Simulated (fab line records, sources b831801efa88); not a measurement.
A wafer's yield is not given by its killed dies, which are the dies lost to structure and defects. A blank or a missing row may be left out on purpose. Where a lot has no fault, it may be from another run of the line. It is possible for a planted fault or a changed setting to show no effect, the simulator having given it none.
fab line records | flow sky130
record: lots: 12 | wafers: 36 | last_day: 50
route steps=708 shown FIELD_ISO@15 METAL4@634 METAL5@667 PASSIVATION@684 PAD_OPEN@708
lots untouched by any fault: they come from a run of this same line in which no faults occurred
start_h: start of the lot's first displayed wafer, in hours after the record's first day | wait_h: hours since the lot's step before | " the same as in the row above | L1.1+2: a single row standing in for several wafers | - no value, or no start given | * or withheld: withheld | < > ~ a bound
route shown NAME@n: names a module that has steps shown in the file, with the first one's number in the route | usual: average and standard deviation across the fault-free wafers | same: alike in all rows | chamber/n: place in a boat | sites: the reading at each site | _std_site: how widely they spread, as a standard deviation | _edge_site: the outer-site mean with the inner-site mean subtracted | radius_mm: for every site, how far away it sits from the centre of the wafer | mask NAME#n: copy n | behind: the most recent tool/chamber to have shaped the wafer | hold: cause of the lot's hold/its duration in hours/its outcome | device: which transistor (n, p or np) failed to switch | end of line: the tests these same wafers got at the end of their route | a step with no rows: only its recipe | killed: not the wafer's yield, but the dies lost to structure and defects at the first sort | map: shows each die of a wafer: x if killed, . if not, _ if none is there
set.NAME: the run value of the setting; set.NAME@STEP: its run value at that earlier step | model.NAME: the simulator's own value behind a step, which no gauge read
the route's steps for a sample of lots (tables are steps, rows are wafers)
services: the hour from which a tool's chamber was out of use, counted from the record's first day as start_h (under 0 if before that day), plus the number of hours and why
== steps ==
step: SKY_FIELD_ISO_ETCH_14
recipe: chemistry: N2/H2 | target: BARC | ion_energy_ev: 200 | source_w: 500 | bias_w: 100 | pressure_mtorr: 30 | n2_flow_sccm: 100 | h2_flow_sccm: 200 | stop_on: SiO2 | time_s: 45.9 | target_depth_a: 600
usual: drypump_motor_current_A: 5.83/0.27 | oes_product_au: 0.855/0.0051 | throttle_valve_pct: 13.224/0.0087
same: time_s: 45.9
lot.wafer | tool        | chamber | start_h | wait_h | drypump_motor_current_A | oes_product_au | rf_hours_counter_h | throttle_valve_pct
L241.2    | rie_diel-01 | 3       | 29.07   | 0.1    | 5.46                    | 0.858          | 153                | 13.234
L241.3    | "           | 2       | "       | "      | 6.14                    | 0.854          | 67                 | 13.223
L241.5    | "           | 1       | "       | "      | 5.51                    | 0.857          | -                  | 13.212
L242.2    | rie_diel-04 | 1       | 34.57   | 0.1    | 5.54                    | 0.856          | 165                | 13.211
L242.3    | "           | 0       | "       | "      | 6.45                    | 0.854          | 134                | 13.243
L242.6    | "           | 2       | "       | "      | 5.98                    | 0.854          | -                  | 13.225
L244.1    | rie_diel-04 | 1       | 45.02   | 0.1    | 5.54                    | 0.859          | 165                | 13.226
L244.2    | "           | 3       | "       | "      | 5.76                    | 0.847          | 84                 | 13.219
L244.5    | "           | 3       | "       | "      | 5.79                    | 0.848          | -                  | 13.210
L248.2    | rie_diel-04 | 3       | 67.07   | 0.1    | 5.80                    | 0.855          | 84                 | 13.220
L248.3    | "           | 1       | "       | "      | 5.54                    | 0.848          | 166                | 13.221
L248.4    | "           | 2       | "       | "      | 5.98                    | 0.853          | 90                 | 13.232
L250.1    | rie_diel-04 | 2       | 75.67   | 0.1    | 5.96                    | 0.856          | 91                 | 13.226
L250.4    | "           | 0       | "       | "      | 6.46                    | 0.848          | 135                | 13.214
L250.6    | "           | 0       | "       | "      | 6.49                    | 0.862          | -                  | 13.223
L251.2    | rie_diel-02 | 0       | 81.77   | 0.1    | 5.94                    | 0.858          | 120                | 13.237
L251.4    | "           | 1       | "       | "      | 5.77                    | 0.867          | 39                 | 13.213
L251.5    | "           | 3       | "       | "      | 5.60                    | 0.861          | -                  | 13.224
L256.3    | rie_diel-02 | 0       | 106.41  | 0.1    | 5.97                    | 0.854          | 120                | 13.231
L256.5    | "           | 0       | "       | "      | 5.99                    | 0.848          | -                  | 13.227
L256.6    | "           | 1       | "       | "      | 5.75                    | 0.862          | -                  | 13.228
L258.1    | rie_diel-01 | 3       | 118.12  | 0.1    | 5.46                    | 0.855          | 155                | 13.218
L258.4    | "           | 0       | "       | "      | 5.80                    | 0.862          | 6                  | 13.234
L258.5    | "           | 1       | "       | "      | 5.48                    | 0.852          | -                  | 13.228
L259.1    | rie_diel-02 | 0       | 123.31  | 0.1    | 5.92                    | 0.862          | 121                | 13.213
L259.5    | "           | 0       | "       | "      | 5.96                    | 0.854          | -                  | 13.227
L259.6    | "           | 3       | "       | "      | 5.59                    | 0.847          | -                  | 13.220
L262.1    | rie_diel-02 | 2       | 138.06  | 0.1    | 5.97                    | 0.848          | 45                 | 13.215
L262.3    | "           | 1       | "       | "      | 5.80                    | 0.852          | 40                 | 13.225
L262.6    | "           | 1       | "       | "      | 5.75                    | 0.851          | -                  | 13.218
L263.1    | rie_diel-01 | 2       | 142.92  | 0.1    | 6.14                    | 0.858          | 69                 | 13.220
L263.2    | "           | 0       | "       | "      | 5.76                    | 0.854          | 7                  | 13.220
L263.5    | "           | 0       | "       | "      | 5.78                    | 0.851          | -                  | 13.221
L264.3    | rie_diel-04 | 3       | 149.01  | 0.1    | 5.79                    | 0.848          | 86                 | 13.212
L264.5    | "           | 1       | "       | "      | 5.55                    | 0.857          | -                  | 13.232
L264.6    | "           | 2       | "       | "      | 5.98                    | 0.849          | -                  | 13.233
step: SKY_METAL4_METAL_ETCH_18
recipe: target_depth_a: 8450 | stop_on: SiO2 | over_etch_frac: 0.3 | time_s: 183.1 | chemistry: Cl2/BCl3 | resist_sidewall_deg: 88 | pressure_mtorr: 10 | icp_w: 900 | bias_w: 48.5 | Cl2_flow_sccm: 60 | bcl3_flow_sccm: 30
usual: drypump_motor_current_A: 6.0/0.46 | he_backside_leak_sccm: 3.41/0.25 | oes_product_au: 0.866/0.0064 | throttle_valve_pct: 22.263/0.0089
same: time_s: 183.1
lot.wafer | tool         | chamber | start_h | wait_h | drypump_motor_current_A | he_backside_leak_sccm | oes_product_au | rf_hours_counter_h | throttle_valve_pct
L241.2    | rie_metal-01 | 0       | 1001.05 | 0.0    | 6.0                     | 3.35                  | 0.862          | 12                 | 22.273
L241.3    | "            | 0       | "       | "      | 6.0                     | 3.48                  | 0.860          | -                  | 22.264
L241.5    | "            | 0       | "       | "      | 6.0                     | 3.48                  | 0.864          | -                  | 22.262
L244.1    | rie_metal-04 | 0       | 1006.85 | 0.0    | 6.3                     | 3.57                  | 0.865          | 19                 | 22.269
L244.2    | "            | 1       | "       | "      | 6.5                     | 3.51                  | 0.868          | 15                 | 22.266
L244.5    | "            | 1       | "       | "      | 6.5                     | 3.49                  | 0.862          | -                  | 22.273
L242.2    | rie_metal-01 | 0       | 1007.96 | 0.1    | 6.0                     | 3.35                  | 0.864          | -                  | 22.242
L242.3    | "            | 0       | "       | "      | 6.0                     | 3.36                  | 0.877          | -                  | 22.269
L242.6    | "            | 0       | "       | "      | 6.0                     | 3.23                  | 0.876          | -                  | 22.272
L248.2    | rie_metal-01 | 1       | 1029.75 | 0.0    | 6.4                     | 3.48                  | 0.877          | 0                  | 22.266
L248.3    | "            | 1       | "       | "      | 6.4                     | 3.17                  | 0.877          | -                  | 22.258
L248.4    | "            | 0       | "       | "      | 6.0                     | 3.56                  | 0.868          | -                  | 22.259
L250.1    | rie_metal-02 | 0       | 1036.10 | 0.0    | 5.0                     | 3.22                  | 0.858          | 15                 | 22.259
L250.4    | "            | 1       | "       | "      | 5.7                     | 3.19                  | 0.859          | -                  | 22.265
L250.6    | "            | 0       | "       | "      | 5.0                     | 3.16                  | 0.863          | -                  | 22.270
L251.2    | rie_metal-04 | 1       | 1044.75 | 0.0    | 6.5                     | 3.37                  | 0.865          | 18                 | 22.249
L251.4    | "            | 1       | "       | "      | 6.5                     | 3.51                  | 0.857          | -                  | 22.258
L251.5    | "            | 1       | "       | "      | 6.5                     | 3.53                  | 0.859          | -                  | 22.277
L256.3    | rie_metal-01 | 1       | 1069.41 | 0.1    | 6.4                     | 3.42                  | 0.863          | -                  | 22.253
L256.5    | "            | 0       | "       | "      | 6.0                     | 5.16                  | 0.862          | -                  | 22.273
L256.6    | "            | 1       | "       | "      | 6.4                     | 3.33                  | 0.864          | -                  | 22.280
L258.1    | rie_metal-02 | 1       | 1089.10 | 0.0    | 5.7                     | 3.33                  | 0.860          | 17                 | 22.259
L258.4    | "            | 1       | "       | "      | 5.7                     | 3.39                  | 0.864          | -                  | 22.253
L258.5    | "            | 1       | "       | "      | 5.7                     | 3.44                  | 0.864          | -                  | 22.273
L259.1    | rie_metal-04 | 1       | 1107.60 | 0.0    | 6.5                     | 3.60                  | 0.877          | 22                 | 22.276
L259.5    | "            | 0       | "       | "      | 6.2                     | 3.63                  | 0.864          | -                  | 22.258
L259.6    | "            | 1       | "       | "      | 6.5                     | 3.55                  | 0.863          | -                  | 22.268
L262.1    | rie_metal-01 | 1       | 1110.25 | 0.0    | 6.4                     | 3.49                  | 0.867          | 6                  | 22.251
L262.3    | "            | 1       | "       | "      | 6.4                     | 3.46                  | 0.857          | -                  | 22.265
L262.6    | "            | 1       | "       | "      | 6.4                     | 3.44                  | 0.861          | -                  | 22.278
L263.1    | rie_metal-02 | 1       | 1113.15 | 0.0    | 5.7                     | 2.92                  | 0.863          | 19                 | 22.263
L263.2    | "            | 0       | "       | "      | 5.0                     | 3.16                  | 0.869          | 21                 | 22.259
L263.5    | "            | 0       | "       | "      | 5.0                     | 3.18                  | 0.861          | -                  | 22.275
L264.3    | rie_metal-02 | 0       | 1123.46 | 0.1    | 5.0                     | 3.41                  | 0.873          | -                  | 22.260
L264.5    | "            | 1       | "       | "      | 5.7                     | 2.87                  | 0.875          | -                  | 22.272
L264.6    | "            | 0       | "       | "      | 4.9                     | 3.31                  | 0.875          | -                  | 22.250
step: SKY_METAL5_THK_MEAS_06
recipe: thk_meas_gauge: xrf | reads: AlCu_of_METAL5_SPUTTER_02
usual: METAL5_ALCU_THK: 1132/14
lot.wafer | tool          | chamber | start_h | wait_h | METAL5_ALCU_THK[nm]
L241.2    | film_metro-02 | -       | 1027.22 | 0.1    | 1130
L241.3    | "             | -       | "       | "      | 1115
L241.5    | "             | -       | "       | "      | 1129
L244.1    | film_metro-02 | -       | 1032.97 | 0.1    | 1138
L244.2    | "             | -       | "       | "      | 1130
L244.5    | "             | -       | "       | "      | 1142
L242.2    | film_metro-04 | -       | 1034.07 | 0.1    | 1143
L242.3    | "             | -       | "       | "      | 1143
L242.6    | "             | -       | "       | "      | 1130
L248.2    | film_metro-03 | -       | 1054.89 | 0.1    | 1150
L248.3    | "             | -       | "       | "      | 1153
L248.4    | "             | -       | "       | "      | 1153
L250.1    | film_metro-04 | -       | 1061.28 | 0.1    | 1128
L250.4    | "             | -       | "       | "      | 1125
L250.6    | "             | -       | "       | "      | 1127
L251.2    | film_metro-03 | -       | 1069.14 | 0.1    | 1150
L251.4    | "             | -       | "       | "      | 1163
L251.5    | "             | -       | "       | "      | 1162
L256.3    | film_metro-04 | -       | 1093.60 | 0.1    | 1109
L256.5    | "             | -       | "       | "      | 1114
L256.6    | "             | -       | "       | "      | 1123
L258.1    | film_metro-04 | -       | 1113.14 | 0.1    | 1130
L258.4    | "             | -       | "       | "      | 1134
L258.5    | "             | -       | "       | "      | 1124
L259.1    | film_metro-03 | -       | 1129.61 | 0.1    | 1162
L259.5    | "             | -       | "       | "      | 1170
L259.6    | "             | -       | "       | "      | 1157
L262.1    | film_metro-04 | -       | 1133.02 | 0.1    | 1126
L262.3    | "             | -       | "       | "      | 1140
L262.6    | "             | -       | "       | "      | 1123
L263.1    | film_metro-02 | -       | 1135.43 | 0.1    | 1123
L263.2    | "             | -       | "       | "      | 1139
L263.5    | "             | -       | "       | "      | 1131
L264.3    | film_metro-04 | -       | 1144.25 | 0.1    | 1120
L264.5    | "             | -       | "       | "      | 1130
L264.6    | "             | -       | "       | "      | 1126
step: SKY_PASSIVATION_THK_MEAS_03
recipe: reads: Si3N4_of_PASSIVATION_CVD_02
usual: PASSIVATION_CVD_02_THK: 541/6.8
lot.wafer | tool          | chamber | start_h | wait_h | PASSIVATION_CVD_02_THK[nm]
L241.2    | film_metro-04 | -       | 1050.38 | -      | 536
L241.3    | "             | -       | "       | "      | 540
L241.5    | "             | -       | "       | "      | 542
L244.1    | film_metro-03 | -       | 1056.17 | -      | 537
L244.2    | "             | -       | "       | "      | 529
L244.5    | "             | -       | "       | "      | 544
L242.2    | film_metro-03 | -       | 1062.84 | -      | 542
L242.3    | "             | -       | "       | "      | 540
L242.6    | "             | -       | "       | "      | 546
L248.2    | film_metro-04 | -       | 1076.07 | -      | 528
L248.3    | "             | -       | "       | "      | 532
L248.4    | "             | -       | "       | "      | 542
L250.1    | film_metro-03 | -       | 1082.11 | -      | 543
L250.4    | "             | -       | "       | "      | 547
L250.6    | "             | -       | "       | "      | 547
L251.2    | film_metro-01 | -       | 1090.43 | -      | 534
L251.4    | "             | -       | "       | "      | 550
L251.5    | "             | -       | "       | "      | 548
L256.3    | film_metro-04 | -       | 1115.59 | -      | 549
L256.5    | "             | -       | "       | "      | 555
L256.6    | "             | -       | "       | "      | 553
L258.1    | film_metro-03 | -       | 1134.18 | -      | 539
L258.4    | "             | -       | "       | "      | 548
L258.5    | "             | -       | "       | "      | 553
L259.1    | film_metro-04 | -       | 1148.90 | -      | 544
L259.5    | "             | -       | "       | "      | 538
L259.6    | "             | -       | "       | "      | 546
L262.1    | film_metro-03 | -       | 1152.09 | -      | 541
L262.3    | "             | -       | "       | "      | 532
L262.6    | "             | -       | "       | "      | 555
L263.1    | film_metro-01 | -       | 1154.54 | -      | 540
L263.2    | "             | -       | "       | "      | 544
L263.5    | "             | -       | "       | "      | 548
L264.3    | film_metro-04 | -       | 1162.68 | -      | 538
L264.5    | "             | -       | "       | "      | 542
L264.6    | "             | -       | "       | "      | 547
step: SKY_PAD_OPEN_PROBE_99
usual: killed_at_M0_to_M3: 44/7.4 | killed_at_M4_up: 3.0/1.6 | killed_at_contacts: 24/5 | killed_at_front_end: 15/4.6 | killed_at_other: 0.4/0.65 | killed_dies: 86/9.6 | killed_open: 48/7.4 | killed_short: 38/6.9
same: gross_dies: 492 | killed_at_back_side: 0
lot.wafer | tool      | chamber | start_h | wait_h | killed_at_M0_to_M3 | killed_at_M4_up | killed_at_contacts | killed_at_front_end | killed_at_other | killed_dies | killed_open | killed_short
L248.2    | prober-02 | -       | 1118.96 | 0.1    | 46                 | 3               | 24                 | 53                  | 0               | 126         | 45          | 36
L248.3    | prober-02 | -       | 1119.01 | 0.2    | 32                 | 1               | 26                 | 46                  | 0               | 105         | 39          | 31
L248.4    | prober-02 | -       | 1119.06 | 0.2    | 55                 | 4               | 17                 | 82                  | 0               | 158         | 47          | 44
L250.1    | prober-02 | -       | 1126.37 | 0.1    | 30                 | 5               | 21                 | 81                  | 0               | 137         | 37          | 33
L250.4    | prober-02 | -       | 1126.52 | 0.2    | 38                 | 3               | 23                 | 48                  | 0               | 112         | 47          | 29
L250.6    | prober-02 | -       | 1126.62 | 0.2    | 35                 | 3               | 21                 | 50                  | 0               | 109         | 42          | 35
killed by level:class
L248.2 FIELD_ISO:unspecified=43 VIA1:geometric_particle:open=9 VIA2:geometric_particle:open=9 LI_CONTACT:geometric_particle:open=8 CONTACT:geometric_particle:short=8 VIA1:geometric_particle:short=7 CONTACT:geometric_particle:open=5 METAL1:geometric_particle:short=5
L248.3 FIELD_ISO:unspecified=35 LI_CONTACT:geometric_particle:open=9 METAL1:geometric_particle:short=7 VIA1:geometric_particle:open=7 LI_CONTACT:geometric_particle:short=5 CONTACT:geometric_particle:open=5 FIELD_ISO:geometric_particle:open=4 METAL3:geometric_particle:short=4
L248.4 FIELD_ISO:unspecified=67 VIA1:geometric_particle:open=13 METAL2:geometric_particle:short=9 VIA2:geometric_particle:open=8 CONTACT:geometric_particle:short=5 LI_CONTACT:geometric_particle:open=5 METAL1:geometric_particle:short=5 VIA1:geometric_particle:short=5
L250.1 FIELD_ISO:unspecified=67 CONTACT:geometric_particle:open=7 LI_CONTACT:geometric_particle:open=6 VIA2:geometric_particle:open=6 VIA1:geometric_particle:open=5 FIELD_ISO:geometric_particle:short=4 LOCAL_INTERCONNECT:geometric_particle:short=4 METAL1:geometric_particle:short=4
L250.4 FIELD_ISO:unspecified=35 CONTACT:geometric_particle:open=12 VIA3:geometric_particle:open=8 VIA2:geometric_particle:open=6 METAL2:geometric_particle:short=6 POLY_GATE:geometric_particle:short=5 LI_CONTACT:geometric_particle:open=5 POLY_GATE:geometric_particle:open=4
L250.6 FIELD_ISO:unspecified=32 FIELD_ISO:geometric_particle:short=8 CONTACT:geometric_particle:open=8 VIA3:geometric_particle:open=7 CONTACT:geometric_particle:short=6 VIA1:geometric_particle:open=6 METAL1:geometric_particle:short=5 LI_CONTACT:geometric_particle:open=5
== services ==
tool         | chamber | start_h | hours | kind
rie_metal-01 | -       | 24.35   | 0.8   | repair
rie_metal-01 | 1       | 24.40   | 1.8   | repair
rie_metal-01 | -       | 83.50   | 2.8   | pm
rie_diel-04  | 2       | 84.27   | 10.2  | repair
rie_metal-01 | 1       | 148.21  | 28.5  | repair
rie_diel-04  | -       | 169.99  | 0.3   | repair
rie_diel-04  | -       | 171.16  | 15.6  | pm
rie_metal-01 | 0       | 256.57  | 2.9   | repair
rie_diel-04  | -       | 267.21  | 0.2   | repair
rie_diel-04  | 2       | 307.04  | 4.3   | repair
rie_metal-01 | -       | 340.45  | 1.4   | pm
rie_diel-04  | 0       | 346.44  | 14.9  | repair
rie_diel-04  | 2       | 355.98  | 10.2  | repair
rie_diel-04  | 2       | 372.18  | 7.4   | repair
rie_metal-01 | 0       | 430.34  | 14.9  | repair
rie_diel-04  | 2       | 438.07  | 3.8   | repair
rie_diel-04  | 0       | 479.78  | 6.4   | repair
rie_metal-01 | 1       | 592.11  | 22.1  | repair
rie_diel-04  | -       | 691.08  | 2.8   | pm
rie_diel-04  | -       | 700.41  | 0.3   | repair
rie_metal-01 | 1       | 728.63  | 2.3   | repair
rie_metal-01 | -       | 747.51  | 0.3   | repair
rie_diel-04  | -       | 794.10  | 0.5   | repair
rie_diel-04  | -       | 854.78  | 1.1   | repair
== key ==
first_sign: step: SKY_PAD_OPEN_PROBE_99 | reading: killed_at_front_end | direction: up | sigmas: 9.9 | usual: 15 | struck: 60
effect: step: SKY_PAD_OPEN_PROBE_99 | reading: killed_dies | direction: up | sigmas: 3.9 | usual: 86 | struck: 124
met_at SKY_FIELD_ISO_ETCH_14
struck_lots L248,L250
tester_left_out L248,L250
not_acting_at SKY_METAL4_METAL_ETCH_18,SKY_METAL5_THK_MEAS_06,SKY_PASSIVATION_THK_MEAS_03
onset_between 45.02 67.07
fault: kind: chamber_particle_source | tool: rie_diel-04 | chamber: - | onset_h: 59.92 | steps: SKY_FIELD_ISO_ETCH_14 | rate_per_visit_cm2: 1.6856 | end_h: 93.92
tester_left_out: of these lots the tester's yield and bins aren't shown, on N5 and GAA mostly nor the transistor test; their killed dies are dies lost to structure and defects alone, not to doping, threshold or leakage, so they don't give the yield
